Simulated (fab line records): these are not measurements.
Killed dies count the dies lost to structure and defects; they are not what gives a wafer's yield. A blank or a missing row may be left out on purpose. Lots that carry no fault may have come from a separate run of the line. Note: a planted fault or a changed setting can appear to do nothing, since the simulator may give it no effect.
One fault seen from 2 desks || flow gf180mcu || only its own numbers are on each desk; what lay behind them is given at the end

== METROLOGY DESK ==
Means of the sampled wafers that have a number, per lot and without regard to the tool the lot ran on: this is what the gauges read. Any lot whose mean is over 4 standard deviations away from the usual mean is out of limits and marked OUT; that distance is given in the brackets.
Columns: A = V3_W_RS at GF_V3_RS_MEAS_24, usual 0.326 ohm/sq; B = V4_CVD_00_THK at GF_V4_THK_MEAS_01, usual 600 nm
{"lot": "L129", "first seen here": "day 22 20:20", "A": 0.331, "B": 612}
{"lot": "L130", "first seen here": "day 23 02:51", "A": 0.329, "B": 602}
{"lot": "L131", "first seen here": "day 23 12:38", "A": 0.326, "B": 602}
{"lot": "L132", "first seen here": "day 23 19:04", "A": 0.326, "B": 597}
{"lot": "L133", "first seen here": "day 24 06:31", "A": 0.325, "B": 593}
{"lot": "L134", "first seen here": "day 24 16:17", "A": 0.331, "B": 594}
{"lot": "L137", "first seen here": "day 25 14:49", "A": 0.327, "B": 602}
{"lot": "L138", "first seen here": "day 25 23:32", "A": 0.322, "B": 587}
{"lot": "L139", "first seen here": "day 26 09:11", "A": 0.321, "B": 591}
{"lot": "L141", "first seen here": "day 27 02:15", "A": 0.322, "B": "563 (-4.6) OUT"}
{"lot": "L142", "first seen here": "day 27 03:26", "A": 0.329, "B": 570}
{"lot": "L147", "first seen here": "day 28 18:48", "A": 0.326, "B": 601}
{"lot": "L151", "first seen here": "day 29 19:44", "A": 0.329, "B": 602}
This desk's result: L141 out of limits, first on L141 (V4_CVD_00_THK at GF_V4_THK_MEAS_01), day 28 00:14. L129, L130, L131, L132, L133, L134, L137, L138, L139, L142, L147, L151: within limits.

== THE TOOL OWNER'S DESK: hdpcvd-01 ==
The tool's own readings at GF_V4_CVD_00 (deposits SiO2, target thk 600 nm, time 100 s): means of the sampled wafers that have a number, for each lot that ran on this tool. Any lot whose mean is over 4 standard deviations away from the usual mean is out of limits and marked OUT; that distance is given in the brackets.
Columns: A = sih4FlowSccm at GF_V4_CVD_00, usual 60.00 sccm
{"lot": "L130", "first seen here": "day 24 03:01", "A": 60.06}
{"lot": "L132", "first seen here": "day 24 18:48", "A": 59.95}
{"lot": "L133", "first seen here": "day 25 06:06", "A": 60.10}
{"lot": "L134", "first seen here": "day 25 15:24", "A": 60.11}
{"lot": "L138", "first seen here": "day 26 22:07", "A": 60.08}
{"lot": "L139", "first seen here": "day 27 07:06", "A": 60.03}
{"lot": "L141", "first seen here": "day 28 00:10", "A": "56.95 (-19) OUT"}
{"lot": "L142", "first seen here": "day 28 01:16", "A": "57.08 (-18) OUT"}
This desk's finding: out of limits on L141, L142; first on L141, day 28 00:10 (sih4FlowSccm at GF_V4_CVD_00). L130, L132, L133, L134, L138, L139: within limits.

== TAKEN TOGETHER ==
An alarm could have come from the tool owner's desk at day 28 00:10, on L141, L142.
The metrology desk could have raised an alarm at day 28 00:14, on L141.
The metrology desk holds a record of L142, inside its limits.
All the named lots went through GF_V4_CVD_00 on hdpcvd-01.

== WHAT THE SIMULATOR PUT IN ==
hdpcvd-01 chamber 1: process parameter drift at GF_V4_CVD_00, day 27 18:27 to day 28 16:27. Setting sih4FlowSccm, moved by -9, from 60. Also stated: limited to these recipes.
Struck lots among those shown: L141, L142.
Fault start to first reading out of limits, in hours, per desk: tool owner, 6; metrology, 6.
